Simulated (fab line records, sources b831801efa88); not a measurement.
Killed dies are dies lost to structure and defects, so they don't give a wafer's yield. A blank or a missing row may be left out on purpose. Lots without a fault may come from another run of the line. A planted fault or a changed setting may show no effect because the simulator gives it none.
Which tool did it? | flow sky130 | 12 lots, 36 wafers sampled, at 1 step of a route of 708

WHAT THE GAUGES READ, wafer by wafer
SKY_CAP2M_THK_MEAS_01. Usual: CAP2M_CVD_00_THK 15.60 nm, standard deviation 0.2.
lot  | measured     | on            | CAP2M_CVD_00_THK (nm) | flag
L505 | day 39 08:28 | film_metro-02 | 15.74 15.84 15.96     |
L507 | day 40 06:07 | film_metro-02 | 15.31 15.21 15.44     |
L508 | day 40 06:46 | film_metro-03 | 15.69 15.78 15.91     |
L511 | day 41 02:34 | film_metro-02 | 15.66 15.88 15.88     |
L513 | day 41 15:05 | film_metro-04 | 15.48 15.68 15.68     |
L514 | day 42 03:02 | film_metro-03 | 15.65 15.76 15.66     |
L515 | day 42 09:55 | film_metro-02 | 15.35 15.75 15.68     |
L516 | day 42 10:45 | film_metro-04 | 15.53 15.55 15.92     |
L517 | day 43 00:28 | film_metro-04 | 15.66 15.45 15.77     |
L523 | day 45 05:52 | film_metro-04 | 15.71 15.69 15.62     |
L527 | day 45 14:13 | film_metro-02 | 15.34 15.75 15.81     |
L528 | day 45 20:04 | film_metro-04 | 15.07 15.87 15.46     |

WHICH TOOL RAN EACH LOT (tool, then ch and the chambers of the sampled wafers, then the start)
The record holds no process step before these readings.

WHAT THE TOOLS THEMSELVES READ (means of the sampled wafers that have a number; where no wafer has one, the mark that the record gives instead)
The record holds no such reading with a usual standard deviation.

THE ANSWER, worked out from the rows above alone
Rule: a lot is off if the mean of its wafers that have a number lies more than 3 standard deviations from the usual mean. A lot without any number at a reading at which 4 lots or more have one is off too. The other lots that the step has rows for count as sound. The gauges are gone through in route order, then the tools' own readings, and for those a lot's mean is taken as printed above. The first step at which some lot is off is used, and at that step the reading that is off furthest; a lot without a number counts as furthest.
No lot is off at any reading shown: from this, nothing can be told.

WHAT THE SIMULATOR HAD PUT IN
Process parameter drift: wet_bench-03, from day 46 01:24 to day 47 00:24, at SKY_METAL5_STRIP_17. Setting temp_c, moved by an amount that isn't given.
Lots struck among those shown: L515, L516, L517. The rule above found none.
